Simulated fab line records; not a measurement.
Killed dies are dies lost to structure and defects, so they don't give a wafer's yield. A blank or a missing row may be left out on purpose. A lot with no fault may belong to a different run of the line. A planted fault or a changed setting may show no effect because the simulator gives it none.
fab line records -- flow sky130 -- part 1 of 2: steps 1 to 29 of 37
record: lots: 5, wafers: 15, lastDay: 50
route steps=708 shown LOCAL_INTERCONNECT@394 CONTACT@406
lots that met no fault: taken from a fault-free run of the same line
startH: hours from the record's first day to the start of the lot's first wafer shown -- waitH: time in hours since the lot's previous step -- " the same as in the row above -- L1.1+2: several wafers, shown together as one row -- - no value, or no start given -- * or withheld: withheld -- < > ~ a bound
route shown NAME@n: a module of which the file shows steps, and the number in the route of the first -- usual: average and standard deviation across the fault-free wafers -- same: alike in all rows -- chamber/n: place in a boat -- sites: each site's reading -- _std_site: standard deviation of those values -- _edge_site: the outer-site mean with the inner-site mean subtracted -- radiusMm: how far each site lies from the wafer's centre -- mask NAME#n: copy n -- behind: the last tool/chamber to shape the wafer -- hold: the reason the lot was held/the length of the hold in hours/how it ended -- device: names the non-switching transistor (n, p or np) -- end of line: the route-end tests of the same wafers -- for a step that has no rows: nothing shown but its recipe -- killed: count of dies lost to structure and defects at first sort (not the wafer's yield) -- map: shows each die of a wafer: x if killed, . if not, _ if none is there
set.NAME: setting as actually run; set.NAME@STEP: the setting as run at that earlier step -- model.NAME: the simulator's own value behind a step, which no gauge read
certain route steps with their lots: each step a table, each wafer a row
services: a tool's chamber out of use, with start hour (startH, from the record's first day; less than 0 if before it), hours out, and reason
== steps ==
step: SKY_LOCAL_INTERCONNECT_SOFTBAKE_07
recipe: tempC: 100, timeS: 90, resist: KrF-thick
usual: plateTempC: 99.98/0.12
same: timeS: 90
lot.wafer,tool,chamber,startH,waitH,plateTempC
L078.1,lithoTrack-03,0,-,-,100.01
L078.3,lithoTrack-03,0,-,-,100.08
L078.6,lithoTrack-03,0,-,-,100.07
L081.3,lithoTrack-01,0,-,-,100.06
L081.5,lithoTrack-01,0,-,-,99.97
L081.6,lithoTrack-01,0,-,-,100.07
L089.2,lithoTrack-02,0,-,-,100.00
L089.3,lithoTrack-02,0,-,-,99.94
L089.5,lithoTrack-02,0,-,-,100.07
L094.1,lithoTrack-02,0,-,-,99.73
L094.4,lithoTrack-02,0,-,-,99.97
L094.5,lithoTrack-02,0,-,-,99.71
L096.2,lithoTrack-03,0,-,-,99.88
L096.5,lithoTrack-03,0,-,-,100.05
L096.6,lithoTrack-03,0,-,-,100.04
step: SKY_LOCAL_INTERCONNECT_EXPOSE_08
recipe: maskId: LI1M, na: 0.8, sourceShape: annular, sigmaInner: 0.55, sigmaOuter: 0.85, targetCdNm: 170, doseMj: 28
same: sigmaOuter: 0.85
lot.wafer,tool,chamber,startH,waitH,mask
L078.1+3+6,krfScanner-01,0,-,-,LI1M#0
L081.3+5+6,krfScanner-01,0,-,-,LI1M#0
L089.2+3+5,krfScanner-02,0,-,-,LI1M#0
L094.1+4+5,krfScanner-01,0,-,-,LI1M#0
L096.2+5+6,krfScanner-02,0,-,-,LI1M#0
step: SKY_LOCAL_INTERCONNECT_PEB_09
recipe: pebTempC: withheld, pebTimeS: withheld, resist: KrF-thick
lot.wafer,tool,chamber,startH,waitH
L078.1+3+6,lithoTrack-01,0,-,-
L081.3+5+6,lithoTrack-03,0,-,-
L089.2+3+5,lithoTrack-02,0,-,-
L094.1+4+5,lithoTrack-03,0,-,-
L096.2+5+6,lithoTrack-01,0,-,-
step: SKY_LOCAL_INTERCONNECT_DEVELOP_10
recipe: developTimeS: 60, resist: KrF-thick, devTempC: 21
same: developTimeS: 60
lot.wafer,tool,chamber,startH,waitH
L078.1+3+6,lithoTrack-01,0,-,-
L081.3+5+6,lithoTrack-03,0,-,-
L089.2+3+5,lithoTrack-02,0,-,-
L094.1+4+5,lithoTrack-03,0,-,-
L096.2+5+6,lithoTrack-01,0,-,-
step: SKY_LOCAL_INTERCONNECT_CD_MEAS_11
recipe: targetCdNm: 170
usual: cdNm: 170.3/1.5
lot.wafer,tool,chamber,startH,waitH,cdNm
L078.1,cdSem-02,-,738.63,-,171.8
L078.3,cdSem-02,-,738.63,-,169.7
L078.6,cdSem-02,-,738.63,-,169.8
L081.3,cdSem-02,-,768.70,-,168.5
L081.5,cdSem-02,-,768.70,-,168.8
L081.6,cdSem-02,-,768.70,-,169.9
L089.2,cdSem-01,-,825.98,-,168.9
L089.3,cdSem-01,-,825.98,-,171.6
L089.5,cdSem-01,-,825.98,-,169.2
L094.1,cdSem-02,-,867.81,-,170.8
L094.4,cdSem-02,-,867.81,-,168.7
L094.5,cdSem-02,-,867.81,-,169.3
L096.2,cdSem-02,-,873.21,-,174.0
L096.5,cdSem-02,-,873.21,-,173.0
L096.6,cdSem-02,-,873.21,-,171.6
step: SKY_LOCAL_INTERCONNECT_OVL_MEAS_12
usual: LOCAL_INTERCONNECT_OVL: -3/4.6
lot.wafer,tool,chamber,startH,waitH,LOCAL_INTERCONNECT_OVL[nm]
L078.1,overlay-02,-,738.75,0.1,-3
L078.3,overlay-02,-,738.75,0.1,0
L078.6,overlay-02,-,738.75,0.1,-7
L081.3,overlay-02,-,768.79,0.1,5
L081.5,overlay-02,-,768.79,0.1,-8
L081.6,overlay-02,-,768.79,0.1,-3
L089.2,overlay-01,-,826.10,0.1,-11
L089.3,overlay-01,-,826.10,0.1,-9
L089.5,overlay-01,-,826.10,0.1,-8
L094.1,overlay-02,-,867.93,0.1,-2
L094.4,overlay-02,-,867.93,0.1,-4
L094.5,overlay-02,-,867.93,0.1,-5
L096.2,overlay-01,-,873.31,0.1,-9
L096.5,overlay-01,-,873.31,0.1,-4
L096.6,overlay-01,-,873.31,0.1,-2
step: SKY_LOCAL_INTERCONNECT_ETCH_13
recipe: chemistry: N2/H2, target: BARC, ionEnergyEv: 200, biasW: 100, pressureMtorr: 30, n2FlowSccm: 100, h2FlowSccm: 200, icpW: 500, stopOn: SiO2, timeS: 45.9, targetDepthA: 600
usual: drypumpMotorCurrentA: 5.72/0.29, oesProductAu: 0.854/0.0047, throttleValvePct: 13.224/0.0089
same: timeS: 45.9
lot.wafer,tool,chamber,startH,waitH,drypumpMotorCurrentA,oesProductAu,rfHoursCounterH,throttleValvePct
L078.1,rieMetal-04,0,738.79,0.0,6.20,0.847,0,13.231
L078.3,rieMetal-04,1,738.79,0.0,5.48,0.854,-,13.222
L078.6,rieMetal-04,0,738.79,0.0,6.16,0.864,-,13.227
L081.3,rieMetal-04,1,768.84,0.0,5.46,0.858,-,13.232
L081.5,rieMetal-04,0,768.84,0.0,6.19,0.852,-,13.232
L081.6,rieMetal-04,1,768.84,0.0,5.46,0.859,-,13.221
L089.2,rieMetal-04,1,826.13,0.0,5.48,0.846,13,13.225
L089.3,rieMetal-04,1,826.13,0.0,5.49,0.864,-,13.224
L089.5,rieMetal-04,1,826.13,0.0,5.46,0.849,-,13.222
L094.1,rieMetal-04,1,867.97,0.0,5.50,0.859,15,13.219
L094.4,rieMetal-04,1,867.97,0.0,5.48,0.855,-,13.209
L094.5,rieMetal-04,0,867.97,0.0,6.16,0.853,-,13.222
L096.2,rieMetal-04,1,873.34,0.0,5.48,0.855,16,13.239
L096.5,rieMetal-04,1,873.34,0.0,5.48,0.853,-,13.225
L096.6,rieMetal-04,0,873.34,0.0,6.22,0.858,-,13.233
step: SKY_LOCAL_INTERCONNECT_METAL_ETCH_14
recipe: targetDepthNm: 110, stopOn: PSG, chemistry: Cl2/BCl3, target: TiN, resistSidewallDeg: 88, pressureMtorr: 10, icpW: 900, biasW: 48.5, Cl2_flow_sccm: 60, bcl3FlowSccm: 30, timeS: 31.4
usual: drypumpMotorCurrentA: 5.71/0.29, oesProductAu: 0.917/0.0074, throttleValvePct: 21.916/0.0099
same: timeS: 31.4
lot.wafer,tool,chamber,startH,waitH,drypumpMotorCurrentA,oesProductAu,rfHoursCounterH,throttleValvePct
L078.1,rieMetal-04,0,738.85,0.0,6.20,0.915,0,21.923
L078.3,rieMetal-04,1,738.85,0.0,5.47,0.917,-,21.914
L078.6,rieMetal-04,0,738.85,0.0,6.18,0.922,-,21.918
L081.3,rieMetal-04,1,768.90,0.0,5.47,0.921,-,21.916
L081.5,rieMetal-04,0,768.90,0.0,6.15,0.917,-,21.910
L081.6,rieMetal-04,1,768.90,0.0,5.44,0.902,-,21.921
L089.2,rieMetal-04,1,826.19,0.0,5.44,0.918,13,21.905
L089.3,rieMetal-04,1,826.19,0.0,5.47,0.916,-,21.919
L089.5,rieMetal-04,1,826.19,0.0,5.47,0.917,-,21.921
L094.1,rieMetal-04,1,868.03,0.0,5.48,0.918,15,21.919
L094.4,rieMetal-04,1,868.03,0.0,5.43,0.925,-,21.899
L094.5,rieMetal-04,0,868.03,0.0,6.19,0.917,-,21.923
L096.2,rieMetal-04,1,873.41,0.0,5.44,0.920,16,21.903
L096.5,rieMetal-04,1,873.41,0.0,5.43,0.918,-,21.907
L096.6,rieMetal-04,0,873.41,0.0,6.16,0.913,-,21.916
step: SKY_LOCAL_INTERCONNECT_STRIP_15
recipe: chemistry: O2/N2, powerW: 1400, pressureMtorr: 1500, platenTempC: withheld, o2FlowSccm: 3000, n2FlowSccm: 300, overashFraction: 0.5
usual: drypumpMotorCurrentA: 5.6/0.67, oesProductAu: 0.427/0.0045, stripTimeToEndpointS: 4.726/0.017
lot.wafer,tool,chamber,startH,waitH,drypumpMotorCurrentA,oesProductAu,rfHoursCounterH,stripTimeToEndpointS
L078.1,plasmaAsher-04,1,738.92,0.0,4.9,0.439,64,4.713
L078.3,plasmaAsher-04,1,738.92,0.0,5.0,0.423,-,4.728
L078.6,plasmaAsher-04,0,738.92,0.0,6.3,0.424,-,4.733
L081.3,plasmaAsher-02,0,768.97,0.1,5.8,0.427,-,4.729
L081.5,plasmaAsher-02,1,768.97,0.1,6.5,0.436,-,4.720
L081.6,plasmaAsher-02,0,768.97,0.1,5.8,0.427,-,4.740
L089.2,plasmaAsher-01,1,826.25,0.0,5.0,0.426,30,4.714
L089.3,plasmaAsher-01,1,826.25,0.0,5.0,0.418,-,4.682
L089.5,plasmaAsher-01,1,826.25,0.0,5.0,0.426,-,4.699
L094.1,plasmaAsher-01,0,868.08,0.0,4.8,0.419,34,4.734
L094.4,plasmaAsher-01,1,868.08,0.0,5.0,0.427,-,4.756
L094.5,plasmaAsher-01,0,868.08,0.0,4.8,0.431,-,4.727
L096.2,plasmaAsher-02,0,873.46,0.0,5.8,0.428,13,4.713
L096.5,plasmaAsher-02,0,873.46,0.0,5.8,0.428,-,4.736
L096.6,plasmaAsher-02,1,873.46,0.0,6.4,0.428,-,4.728
step: SKY_LOCAL_INTERCONNECT_STRIP_16
recipe: chemistry: postEtchResidueRemover, timeS: 1200, tempC: 72.5
usual: bathGuardTempC: 72.6/0.51, bathHeatDutyPct: 14.2/1
same: timeS: 1200
lot.wafer,tool,chamber,startH,waitH,bathGuardTempC,bathHeatDutyPct
L078.1,wetBench-01,3,739.02,0.1,72.7,14.2
L078.3,wetBench-01,3,739.02,0.1,72.8,14.2
L078.6,wetBench-01,3,739.02,0.1,72.4,13.4
L081.3,wetBench-04,1,769.03,0.0,72.4,13.6
L081.5,wetBench-04,1,769.03,0.0,72.2,13.5
L081.6,wetBench-04,1,769.03,0.0,72.0,14.3
L089.2,wetBench-03,1,826.35,0.1,71.9,14.0
L089.3,wetBench-03,1,826.35,0.1,72.1,13.9
L089.5,wetBench-03,1,826.35,0.1,71.7,14.0
L094.1,wetBench-01,0,868.18,0.1,72.0,14.6
L094.4,wetBench-01,0,868.18,0.1,71.8,12.8
L094.5,wetBench-01,0,868.18,0.1,72.1,13.4
L096.2,wetBench-01,3,873.59,0.1,72.7,13.9
L096.5,wetBench-01,3,873.59,0.1,72.7,13.8
L096.6,wetBench-01,3,873.59,0.1,72.4,13.8
step: SKY_LOCAL_INTERCONNECT_CLEAN_17
recipe: chemistry: IPA, timeS: 180, tempC: 25
usual: bathHeatDutyPct: 6.4/0.96
same: timeS: 180
lot.wafer,tool,chamber,startH,waitH,bathHeatDutyPct
L078.1,wetBench-03,0,739.36,0.0,5.7
L078.3,wetBench-03,0,739.36,0.0,6.1
L078.6,wetBench-03,0,739.36,0.0,5.8
L081.3,wetBench-03,1,769.37,0.0,5.5
L081.5,wetBench-03,1,769.37,0.0,6.9
L081.6,wetBench-03,1,769.37,0.0,5.4
L089.2,wetBench-04,0,826.69,0.0,5.8
L089.3,wetBench-04,0,826.69,0.0,5.5
L089.5,wetBench-04,0,826.69,0.0,5.1
L094.1,wetBench-03,2,868.53,0.0,6.6
L094.4,wetBench-03,2,868.53,0.0,6.6
L094.5,wetBench-03,2,868.53,0.0,6.4
L096.2,wetBench-04,3,874.00,0.0,7.3
L096.5,wetBench-04,3,874.00,0.0,7.4
L096.6,wetBench-04,3,874.00,0.0,7.2
step: SKY_LOCAL_INTERCONNECT_CLEAN_18
recipe: chemistry: O3/DIW, dry: n2Spin
lot.wafer,tool,chamber,startH,waitH
L078.1+3+6,wetBench-01,1,739.42,0.0
L081.3+5+6,wetBench-01,2,769.43,0.0
L089.2+3+5,wetBench-01,1,826.80,0.0
L094.1+4+5,wetBench-01,3,868.59,0.0
L096.2+5+6,wetBench-01,3,874.13,0.0
step: SKY_CONTACT_CVD_00
recipe: material: Si3N4, targetThkNm: 75, tempC: 400, timeS: withheld, rfW: 450
usual: heaterPowerW: 757/110
lot.wafer,tool,chamber,startH,waitH,heaterPowerW
L078.1,pecvd-02,1,739.51,0.0,578
L078.3,pecvd-02,0,739.51,0.0,873
L078.6,pecvd-02,0,739.51,0.0,880
L081.3,pecvd-02,2,769.53,0.0,604
L081.5,pecvd-02,0,769.53,0.0,750
L081.6,pecvd-02,2,769.53,0.0,634
L089.2,pecvd-02,2,826.90,0.0,592
L089.3,pecvd-02,1,826.90,0.0,624
L089.5,pecvd-02,0,826.90,0.0,879
L094.1,pecvd-01,2,868.68,0.0,835
L094.4,pecvd-01,1,868.68,0.0,663
L094.5,pecvd-01,0,868.68,0.0,762
L096.2,pecvd-02,0,874.24,0.0,806
L096.5,pecvd-02,1,874.24,0.0,581
L096.6,pecvd-02,0,874.24,0.0,813
step: SKY_CONTACT_THK_MEAS_01
recipe: reads: Si3N4_of_CONTACT_CVD_00
usual: CONTACT_CVD_00_THK: 75.6/0.93
lot.wafer,tool,chamber,startH,waitH,CONTACT_CVD_00_THK[nm]
L078.1,filmMetro-01,-,739.54,-,74.7
L078.3,filmMetro-01,-,739.54,-,74.7
L078.6,filmMetro-01,-,739.54,-,75.8
L081.3,filmMetro-03,-,769.59,-,73.9
L081.5,filmMetro-03,-,769.59,-,76.0
L081.6,filmMetro-03,-,769.59,-,74.8
L089.2,filmMetro-01,-,826.94,-,74.4
L089.3,filmMetro-01,-,826.94,-,75.5
L089.5,filmMetro-01,-,826.94,-,76.0
L094.1,filmMetro-02,-,868.71,-,75.7
L094.4,filmMetro-02,-,868.71,-,76.3
L094.5,filmMetro-02,-,868.71,-,76.3
L096.2,filmMetro-03,-,874.28,-,76.5
L096.5,filmMetro-03,-,874.28,-,76.8
L096.6,filmMetro-03,-,874.28,-,76.1
step: SKY_CONTACT_HDPCVD_02
recipe: material: SiO2, targetThkNm: 565, sigmaOpenFrac: 0.3, timeS: 94.2, tempC: 600, sih4FlowSccm: 60, pressureMtorr: 6
same: timeS: 94.2
lot.wafer,tool,chamber,startH,waitH
L078.1+3+6,hdpcvd-01,"1,0,0",739.60,0.1
L081.3+5+6,hdpcvd-01,"0,1,2",769.63,0.0
L089.2+3+5,hdpcvd-01,"2,0,2",826.99,0.0
L094.1+4+5,hdpcvd-02,"1,0,2",868.77,0.1
L096.2+5+6,hdpcvd-01,"2,2,0",874.33,0.0
step: SKY_CONTACT_THK_MEAS_03
recipe: reads: SiO2_of_CONTACT_HDPCVD_02
usual: CONTACT_HDPCVD_THK: 565/6
lot.wafer,tool,chamber,startH,waitH,CONTACT_HDPCVD_THK[nm]
L078.1,filmMetro-02,-,739.67,0.0,562
L078.3,filmMetro-02,-,739.67,0.0,552
L078.6,filmMetro-02,-,739.67,0.0,559
L081.3,filmMetro-01,-,769.72,0.1,560
L081.5,filmMetro-01,-,769.72,0.1,568
L081.6,filmMetro-01,-,769.72,0.1,560
L089.2,filmMetro-01,-,827.07,0.0,556
L089.3,filmMetro-01,-,827.07,0.0,570
L089.5,filmMetro-01,-,827.07,0.0,555
L094.1,filmMetro-03,-,868.84,0.0,563
L094.4,filmMetro-03,-,868.84,0.0,567
L094.5,filmMetro-03,-,868.84,0.0,562
L096.2,filmMetro-02,-,874.41,0.0,555
L096.5,filmMetro-02,-,874.41,0.0,553
L096.6,filmMetro-02,-,874.41,0.0,553
step: SKY_CONTACT_CMP_04
recipe: material: SiO2, downForcePsi: 4, platenRpm: 60, padVelocityMS: 0.94248
usual: motorCurrentA: 11.7/1.3, timeToEndpointS: 82/3.7
lot.wafer,tool,chamber,startH,waitH,motorCurrentA,timeToEndpointS
L078.3,cmp-02,2,739.78,0.1,9.7,79
L078.1,cmp-02,3,739.78,0.1,10.9,83
L078.6,cmp-02,2,739.78,0.1,10.2,81
L081.3,cmp-01,3,769.91,0.2,12.7,77
L081.5,cmp-01,0,769.91,0.2,11.4,83
L081.6,cmp-01,1,769.91,0.2,13.2,81
L089.3,cmp-01,0,827.17,0.1,10.9,87
L089.2,cmp-01,1,827.17,0.1,13.9,80
L089.5,cmp-01,3,827.17,0.1,13.7,78
L094.4,cmp-02,1,869.00,0.1,11.7,85
L094.1,cmp-02,2,869.00,0.1,10.2,82
L094.5,cmp-02,0,869.00,0.1,11.6,88
L096.2,cmp-01,2,874.61,0.2,10.6,79
L096.6,cmp-01,3,874.61,0.2,13.9,79
L096.5,cmp-01,0,874.61,0.2,10.5,78
step: SKY_CONTACT_BOW_MEAS_05
recipe: mode: bow
usual: CONTACT_BOW: 82/7
lot.wafer,tool,chamber,startH,waitH,CONTACT_BOW[um]
L078.1,filmMetro-03,-,740.03,0.1,87
L078.3,filmMetro-03,-,740.03,0.1,85
L078.6,filmMetro-03,-,740.03,0.1,80
L081.3,filmMetro-03,-,770.10,0.1,87
L081.5,filmMetro-03,-,770.10,0.1,93
L081.6,filmMetro-03,-,770.10,0.1,80
L089.2,filmMetro-02,-,827.44,0.2,87
L089.3,filmMetro-02,-,827.44,0.2,82
L089.5,filmMetro-02,-,827.44,0.2,87
L094.1,filmMetro-01,-,869.20,0.1,78
L094.4,filmMetro-01,-,869.20,0.1,91
L094.5,filmMetro-01,-,869.20,0.1,89
L096.2,filmMetro-03,-,874.78,0.1,77
L096.5,filmMetro-03,-,874.78,0.1,83
L096.6,filmMetro-03,-,874.78,0.1,80
step: SKY_CONTACT_DEHYDRATE_06
recipe: tempC: 200, timeS: 60
usual: plateTempC: 200.01/0.18
same: timeS: 60
lot.wafer,tool,chamber,startH,waitH,plateTempC
L078.1,lithoTrack-04,0,753.36,13.3,200.05
L078.3,lithoTrack-04,0,753.36,13.3,200.02
L078.6,lithoTrack-04,0,753.36,13.3,199.72
L081.3,lithoTrack-01,0,782.59,12.5,199.71
L081.5,lithoTrack-01,0,782.59,12.5,199.59
L081.6,lithoTrack-01,0,782.59,12.5,199.84
L089.2,lithoTrack-02,0,840.54,13.1,200.12
L089.3,lithoTrack-02,0,840.54,13.1,200.16
L089.5,lithoTrack-02,0,840.54,13.1,200.37
L094.1,lithoTrack-02,0,881.51,12.3,199.76
L094.4,lithoTrack-02,0,881.51,12.3,199.77
L094.5,lithoTrack-02,0,881.51,12.3,199.81
L096.2,lithoTrack-02,0,886.89,12.1,200.30
L096.5,lithoTrack-02,0,886.89,12.1,200.34
L096.6,lithoTrack-02,0,886.89,12.1,200.15
step: SKY_CONTACT_HMDS_07
recipe: primeTimeS: 60, primeTempC: 120
lot.wafer,tool,chamber,startH,waitH
L078.1+3+6,lithoTrack-04,0,753.51,0.1
L081.3+5+6,lithoTrack-01,0,782.74,0.1
L089.2+3+5,lithoTrack-02,0,840.69,0.1
L094.1+4+5,lithoTrack-02,0,881.66,0.1
L096.2+5+6,lithoTrack-02,0,887.04,0.1
step: SKY_CONTACT_COAT_08
recipe: resist: BARC, tempC: withheld, timeS: withheld, spinRpm: 3000, resistThkNm: 60
lot.wafer,tool,chamber,startH,waitH
L078.1+3+6,lithoTrack-04,0,753.66,0.1
L081.3+5+6,lithoTrack-01,0,782.89,0.1
L089.2+3+5,lithoTrack-02,0,840.84,0.1
L094.1+4+5,lithoTrack-02,0,881.81,0.1
L096.2+5+6,lithoTrack-02,0,887.19,0.1
step: SKY_CONTACT_COAT_09
recipe: resist: KrF-thick, spinRpm: 3000, resistThkNm: 450
lot.wafer,tool,chamber,startH,waitH
L078.1+3+6,lithoTrack-04,0,-,-
L081.3+5+6,lithoTrack-01,0,-,-
L089.2+3+5,lithoTrack-02,0,-,-
L094.1+4+5,lithoTrack-02,0,-,-
L096.2+5+6,lithoTrack-02,0,-,-
step: SKY_CONTACT_SOFTBAKE_10
recipe: tempC: 100, timeS: 90, resist: KrF-thick
usual: plateTempC: 99.99/0.13
same: timeS: 90
lot.wafer,tool,chamber,startH,waitH,plateTempC
L078.1,lithoTrack-04,0,-,-,99.83
L078.3,lithoTrack-04,0,-,-,100.09
L078.6,lithoTrack-04,0,-,-,100.17
L081.3,lithoTrack-01,0,-,-,100.19
L081.5,lithoTrack-01,0,-,-,99.86
L081.6,lithoTrack-01,0,-,-,99.81
L089.2,lithoTrack-02,0,-,-,99.93
L089.3,lithoTrack-02,0,-,-,100.07
L089.5,lithoTrack-02,0,-,-,100.12
L094.1,lithoTrack-02,0,-,-,100.01
L094.4,lithoTrack-02,0,-,-,100.16
L094.5,lithoTrack-02,0,-,-,100.07
L096.2,lithoTrack-02,0,-,-,99.95
L096.5,lithoTrack-02,0,-,-,99.85
L096.6,lithoTrack-02,0,-,-,100.21
step: SKY_CONTACT_EXPOSE_11
recipe: maskId: CTM1, na: 0.8, sourceShape: annular, sigmaInner: 0.55, sigmaOuter: 0.85, targetCdNm: 170, doseMj: 38
same: sigmaOuter: 0.85
lot.wafer,tool,chamber,startH,waitH,mask
L078.1+3+6,krfScanner-01,0,-,-,CTM1#0
L081.3+5+6,krfScanner-01,0,-,-,CTM1#0
L089.2+3+5,krfScanner-01,0,-,-,CTM1#0
L094.1+4+5,krfScanner-01,0,-,-,CTM1#0
L096.2+5+6,krfScanner-02,0,-,-,CTM1#0
step: SKY_CONTACT_PEB_12
recipe: pebTempC: withheld, pebTimeS: withheld, resist: KrF-thick
lot.wafer,tool,chamber,startH,waitH
L078.1+3+6,lithoTrack-01,0,-,-
L081.3+5+6,lithoTrack-01,0,-,-
L089.2+3+5,lithoTrack-02,0,-,-
L094.1+4+5,lithoTrack-02,0,-,-
L096.2+5+6,lithoTrack-04,0,-,-
step: SKY_CONTACT_DEVELOP_13
recipe: developTimeS: 60, resist: KrF-thick, devTempC: 20.03
same: developTimeS: 60
lot.wafer,tool,chamber,startH,waitH
L078.1+3+6,lithoTrack-01,0,-,-
L081.3+5+6,lithoTrack-01,0,-,-
L089.2+3+5,lithoTrack-02,0,-,-
L094.1+4+5,lithoTrack-02,0,-,-
L096.2+5+6,lithoTrack-04,0,-,-
step: SKY_CONTACT_CD_MEAS_14
recipe: targetCdNm: 170
usual: cdNm: 169.4/1.7
lot.wafer,tool,chamber,startH,waitH,cdNm
L078.1,cdSem-02,-,766.79,-,168.7
L078.3,cdSem-02,-,766.79,-,167.4
L078.6,cdSem-02,-,766.79,-,168.3
L081.3,cdSem-02,-,796.28,-,170.7
L081.5,cdSem-02,-,796.28,-,169.5
L081.6,cdSem-02,-,796.28,-,170.0
L089.2,cdSem-02,-,853.88,-,168.2
L089.3,cdSem-02,-,853.88,-,169.2
L089.5,cdSem-02,-,853.88,-,170.0
L094.1,cdSem-02,-,895.86,-,170.5
L094.4,cdSem-02,-,895.86,-,169.6
L094.5,cdSem-02,-,895.86,-,169.6
L096.2,cdSem-01,-,901.33,-,169.6
L096.5,cdSem-01,-,901.33,-,168.8
L096.6,cdSem-01,-,901.33,-,168.0
step: SKY_CONTACT_OVL_MEAS_15
usual: CONTACT_OVL: -1/5.2
lot.wafer,tool,chamber,startH,waitH,CONTACT_OVL[nm]
L078.1,overlay-02,-,766.91,0.1,-2
L078.3,overlay-02,-,766.91,0.1,2
L078.6,overlay-02,-,766.91,0.1,-2
L081.3,overlay-01,-,796.37,0.1,-5
L081.5,overlay-01,-,796.37,0.1,-1
L081.6,overlay-01,-,796.37,0.1,4
L089.2,overlay-01,-,853.99,0.1,-2
L089.3,overlay-01,-,853.99,0.1,6
L089.5,overlay-01,-,853.99,0.1,0
L094.1,overlay-01,-,895.98,0.1,6
L094.4,overlay-01,-,895.98,0.1,-1
L094.5,overlay-01,-,895.98,0.1,3
L096.2,overlay-02,-,901.44,0.1,-5
L096.5,overlay-02,-,901.44,0.1,-6
L096.6,overlay-02,-,901.44,0.1,-8
step: SKY_CONTACT_ETCH_16
recipe: chemistry: N2/H2, target: BARC, ionEnergyEv: 200, sourceW: 500, biasW: 100, pressureMtorr: 30, n2FlowSccm: 100, h2FlowSccm: 200, stopOn: SiO2, timeS: 45.9, targetDepthA: 600
usual: drypumpMotorCurrentA: 5.7/0.51, oesProductAu: 0.854/0.0046, throttleValvePct: 13.225/0.0083
same: timeS: 45.9
lot.wafer,tool,chamber,startH,waitH,drypumpMotorCurrentA,oesProductAu,rfHoursCounterH,throttleValvePct
L078.1,rieDiel-03,1,766.94,0.0,4.8,0.854,17,13.223
L078.3,rieDiel-03,3,766.94,0.0,5.4,0.856,3,13.239
L078.6,rieDiel-03,2,766.94,0.0,6.1,0.855,-,13.210
L081.3,rieDiel-04,2,796.39,0.0,5.1,0.854,12,13.225
L081.5,rieDiel-04,1,796.39,0.0,6.3,0.841,-,13.223
L081.6,rieDiel-04,2,796.39,0.0,5.1,0.842,-,13.231
L089.2,rieDiel-01,1,854.02,0.0,6.3,0.857,19,13.220
L089.3,rieDiel-01,0,854.02,0.0,6.0,0.857,1,13.231
L089.5,rieDiel-01,2,854.02,0.0,5.3,0.855,-,13.231
L094.1,rieDiel-01,2,896.02,0.0,5.3,0.849,12,13.219
L094.4,rieDiel-01,3,896.02,0.0,5.7,0.852,1,13.233
L094.5,rieDiel-01,1,896.02,0.0,6.3,0.844,-,13.228
L096.2,rieDiel-01,3,901.47,0.0,5.7,0.859,1,13.222
L096.5,rieDiel-01,0,901.47,0.0,6.0,0.848,-,13.204
L096.6,rieDiel-01,3,901.47,0.0,5.7,0.857,-,13.231
